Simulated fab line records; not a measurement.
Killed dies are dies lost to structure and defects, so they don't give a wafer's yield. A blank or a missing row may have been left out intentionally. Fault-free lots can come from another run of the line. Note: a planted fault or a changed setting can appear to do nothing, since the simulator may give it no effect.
Chamber matching || flow gf180mcu || GF_V4_CMP_26 on cmp-01 has 4 sister chambers
The step polishes, stops on SiO2, t overpolish 15 s, target thk 0 nm. 18 wafers are shown with their chamber, then 9 later ones without.

WAFERS WITH THEIR CHAMBER
{"wafer": "L344.2", "chamber": 0, "motor current A (A)": 12.3, "time to endpoint s (s)": 92, "overpolish run s (s)": 15.013}
{"wafer": "L344.3", "chamber": 2, "motor current A (A)": 10.7, "time to endpoint s (s)": 92, "overpolish run s (s)": 14.989}
{"wafer": "L344.4", "chamber": 1, "motor current A (A)": 12.4, "time to endpoint s (s)": 88, "overpolish run s (s)": 15.017}
{"wafer": "L346.1", "chamber": 3, "motor current A (A)": 11.1, "time to endpoint s (s)": 89, "overpolish run s (s)": 14.989}
{"wafer": "L346.4", "chamber": 2, "motor current A (A)": 10.5, "time to endpoint s (s)": 88, "overpolish run s (s)": 15.003}
{"wafer": "L346.5", "chamber": 1, "motor current A (A)": 12.9, "time to endpoint s (s)": 83, "overpolish run s (s)": 15.006}
{"wafer": "L347.3", "chamber": 0, "motor current A (A)": 13.2, "time to endpoint s (s)": 86, "overpolish run s (s)": 15.002}
{"wafer": "L347.4", "chamber": 3, "motor current A (A)": 11.7, "time to endpoint s (s)": 91, "overpolish run s (s)": 15.007}
{"wafer": "L347.5", "chamber": 0, "motor current A (A)": 13.2, "time to endpoint s (s)": 89, "overpolish run s (s)": 14.997}
{"wafer": "L348.1", "chamber": 3, "motor current A (A)": 11.6, "time to endpoint s (s)": 93, "overpolish run s (s)": 15.013}
{"wafer": "L348.2", "chamber": 2, "motor current A (A)": 10.9, "time to endpoint s (s)": 89, "overpolish run s (s)": 14.995}
{"wafer": "L348.4", "chamber": 0, "motor current A (A)": 13.0, "time to endpoint s (s)": 86, "overpolish run s (s)": 15.002}
{"wafer": "L349.1", "chamber": 1, "motor current A (A)": 13.5, "time to endpoint s (s)": 88, "overpolish run s (s)": 14.994}
{"wafer": "L349.4", "chamber": 3, "motor current A (A)": 11.5, "time to endpoint s (s)": 96, "overpolish run s (s)": 15.001}
{"wafer": "L349.5", "chamber": 0, "motor current A (A)": 12.4, "time to endpoint s (s)": 96, "overpolish run s (s)": 14.992}
{"wafer": "L353.1", "chamber": 2, "motor current A (A)": 10.7, "time to endpoint s (s)": 88, "overpolish run s (s)": 14.986}
{"wafer": "L353.3", "chamber": 3, "motor current A (A)": 11.4, "time to endpoint s (s)": 92, "overpolish run s (s)": 15.007}
{"wafer": "L353.4", "chamber": 0, "motor current A (A)": 12.4, "time to endpoint s (s)": 91, "overpolish run s (s)": 15.004}

SIGNATURES (averages over the wafers above)
{"reading": "motor current A", "chamber 0": 12.750, "chamber 1": 12.933, "chamber 2": 10.700, "chamber 3": 11.460, "scatter within a chamber": 0.36}
{"reading": "time to endpoint s", "chamber 0": 90.00, "chamber 1": 86.33, "chamber 2": 89.25, "chamber 3": 92.20, "scatter within a chamber": 3.03}
{"reading": "overpolish run s", "chamber 0": 15.00167, "chamber 1": 15.00567, "chamber 2": 14.99325, "chamber 3": 15.00340, "scatter within a chamber": 0.00851}
Rule: for each reading, subtract the chamber's mean from the wafer's reading, divide by that reading's scatter and square the result; add these up over the readings and take the root, which gives the wafer's distance from the chamber. The wafer belongs to the nearest chamber; if the next one is less than 2 further off, it can't be placed. The scatter is the square root of a quotient: the sum, over the shown wafers, of each reading's squared deviation from its chamber's mean, divided by wafers minus chambers.

WAFERS WHOSE CHAMBER IS MISSING
{"wafer": "L356.1", "motor current A (A)": 10.6, "time to endpoint s (s)": 89, "overpolish run s (s)": 14.999}
{"wafer": "L356.2", "motor current A (A)": 11.7, "time to endpoint s (s)": 90, "overpolish run s (s)": 15.006}
{"wafer": "L356.3", "motor current A (A)": 12.7, "time to endpoint s (s)": 91, "overpolish run s (s)": 14.999}
{"wafer": "L362.2", "motor current A (A)": 12.3, "time to endpoint s (s)": 82, "overpolish run s (s)": 15.005}
{"wafer": "L362.4", "motor current A (A)": 12.4, "time to endpoint s (s)": 88, "overpolish run s (s)": 14.992}
{"wafer": "L362.6", "motor current A (A)": 12.3, "time to endpoint s (s)": 87, "overpolish run s (s)": 15.004}
{"wafer": "L365.2", "motor current A (A)": 11.0, "time to endpoint s (s)": 87, "overpolish run s (s)": 15.006}
{"wafer": "L365.3", "motor current A (A)": 12.6, "time to endpoint s (s)": 87, "overpolish run s (s)": 14.993}
{"wafer": "L365.6", "motor current A (A)": 12.1, "time to endpoint s (s)": 81, "overpolish run s (s)": 14.995}

CHAMBER TAKEN BY EACH
{"wafer": "L356.1", "from the rows above": "can't be placed: 2 or 3", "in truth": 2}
{"wafer": "L356.2", "from the rows above": "can't be placed: 3 or 0", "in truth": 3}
{"wafer": "L356.3", "from the rows above": "can't be placed: 0 or 1", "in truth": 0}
{"wafer": "L362.2", "from the rows above": "can't be placed: 1 or 0 or 3", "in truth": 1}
{"wafer": "L362.4", "from the rows above": "can't be placed: 0 or 1 or 3", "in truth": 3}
{"wafer": "L362.6", "from the rows above": "can't be placed: 0 or 1 or 3", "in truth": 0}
{"wafer": "L365.2", "from the rows above": "can't be placed: 2 or 3", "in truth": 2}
{"wafer": "L365.3", "from the rows above": "can't be placed: 0 or 1", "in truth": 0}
{"wafer": "L365.6", "from the rows above": "can't be placed: 1 or 0 or 3 or 2", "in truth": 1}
0 of 9 placed correctly. From these rows, 9 cannot be placed; in 9 the true chamber is one of the candidates. Wrongly placed: 0.
